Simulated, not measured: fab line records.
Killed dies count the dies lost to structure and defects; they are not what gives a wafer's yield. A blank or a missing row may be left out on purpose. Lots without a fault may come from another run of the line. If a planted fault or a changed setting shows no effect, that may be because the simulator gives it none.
Which of the tools did it? -- flow gf180mcu -- Sampling: 13 lots, 39 wafers, 3 of 602 route steps

WHAT THE GAUGES READ, wafer by wafer
GF_M2_OVL_MEAS_15.
lot,measured,on,M2_OVL (nm)
L433,day 19 07:34,overlay-01,5 3 4
L435,day 19 20:19,overlay-02,-2 -1 -3
L436,day 20 05:51,overlay-01,4 12 7
L437,day 20 13:58,overlay-01,-7 -1 -13
L439,day 21 12:41,overlay-02,-5 -1 0
L443,day 23 10:46,overlay-02,-4 -7 -6
L444,day 23 15:08,overlay-02,-7 -7 -8
L447,day 24 07:10,overlay-02,-3 -8 -3
L448,day 24 20:54,overlay-01,3 3 2
L449,day 25 08:21,overlay-01,-2 -2 2
L453,day 26 02:52,overlay-01,5 5 2
L454,day 26 11:23,overlay-02,1 -6 -8
L456,day 27 03:44,overlay-01,-7 -2 -4

GF_V2_CD_MEAS_14 targets a cd of 260 nm.
lot,measured,on,cd nm (nm)
L433,day 20 09:28,cd sem-01,260.6 259.4 259.3
L435,day 20 21:52,cd sem-01,260.4 257.9 258.3
L436,day 21 06:34,cd sem-02,259.4 258.4 258.6
L437,day 21 15:13,cd sem-02,259.6 258.2 258.9
L439,day 22 13:58,cd sem-02,259.8 258.9 261.3
L443,day 24 09:47,cd sem-02,260.0 259.8 259.5
L444,day 24 14:29,cd sem-02,258.8 260.0 259.5
L447,day 25 06:25,cd sem-01,259.4 260.7 260.0
L448,day 25 19:20,cd sem-02,259.5 260.9 258.3
L449,day 26 06:32,cd sem-02,261.6 259.8 261.1
L453,day 27 00:55,cd sem-02,257.6 257.1 258.2
L454,day 27 09:19,cd sem-01,259.4 258.8 259.4
L456,day 28 01:11,cd sem-02,260.1 259.4 259.3

TOOL THAT RAN EACH LOT (tool first, then ch and the chambers of the sampled wafers, then the start)
lot,GF_M2_STRIP_17
L433,"plasma asher-04 ch 0,1, day 19 07:45"
L435,"plasma asher-03 ch 0, day 19 20:28"
L436,"plasma asher-01 ch 0,1, day 20 06:01"
L437,"plasma asher-04 ch 0,1, day 20 14:07"
L439,"plasma asher-04 ch 0,1, day 21 12:52"
L443,"plasma asher-04 ch 0,1, day 23 10:55"
L444,"plasma asher-04 ch 0,1, day 23 15:17"
L447,"plasma asher-01 ch 0,1, day 24 07:19"
L448,"plasma asher-01 ch 0,1, day 24 21:04"
L449,"plasma asher-03 ch 0,1, day 25 08:29"
L453,"plasma asher-01 ch 0,1, day 26 03:08"
L454,"plasma asher-01 ch 0,1, day 26 11:32"
L456,"plasma asher-01 ch 0,1, day 27 03:53"
- GF_M2_STRIP_17: strips in O2/N2.

WHAT THE TOOLS THEMSELVES READ (means of the sampled wafers that have a number; where no wafer has one, the mark that the record gives instead)
GF_M2_STRIP_17.
lot,tool,drypump motor current A (A),heater power w (W),n2 flow sccm (sccm),oes product au (a.u.),strip time to endpoint s (s)
L433,plasma asher-04,5.8,305,299.4,0.561,7.93
L435,plasma asher-03,5.7,341,300.0,0.561,7.91
L436,plasma asher-01,5.3,330,300.3,0.560,7.88
L437,plasma asher-04,6.0,309,301.0,0.556,7.91
L439,plasma asher-04,5.8,301,299.9,0.556,7.88
L443,plasma asher-04,6.1,301,300.4,0.553,7.84
L444,plasma asher-04,5.8,293,300.7,0.555,7.91
L447,plasma asher-01,5.3,328,299.1,0.559,7.84
L448,plasma asher-01,5.3,325,300.2,0.556,7.85
L449,plasma asher-03,5.0,336,300.0,0.554,7.83
L453,plasma asher-01,5.2,347,300.1,0.554,7.81
L454,plasma asher-01,5.2,327,299.5,0.555,7.83
L456,plasma asher-01,5.2,350,299.4,0.558,7.85

THE ANSWER, worked out from the rows above alone
Rule: usual is defined by the lots themselves. Put in order of their means at a reading, lots are off if they are a third of the lots or fewer, leave a main group of 4 or more, and stand apart from it by a gap of 3 or more times the standard deviation of the main group's means; of several such gaps the widest counts. Not used: any main group whose means are identical at the precision the tables above print for the reading. A lot without any number at a reading at which 4 lots or more have one is off too. Where the step has rows for the other lots, those lots are counted as sound. First the gauges in route order, then the tools' own readings, where a lot's mean is used as printed above. At the first step where some lot is off, the reading lying furthest off is the one used; lots without a number count as furthest.
None of the lots is off at any reading shown; this tells nothing.

WHAT THE SIMULATOR PUT IN
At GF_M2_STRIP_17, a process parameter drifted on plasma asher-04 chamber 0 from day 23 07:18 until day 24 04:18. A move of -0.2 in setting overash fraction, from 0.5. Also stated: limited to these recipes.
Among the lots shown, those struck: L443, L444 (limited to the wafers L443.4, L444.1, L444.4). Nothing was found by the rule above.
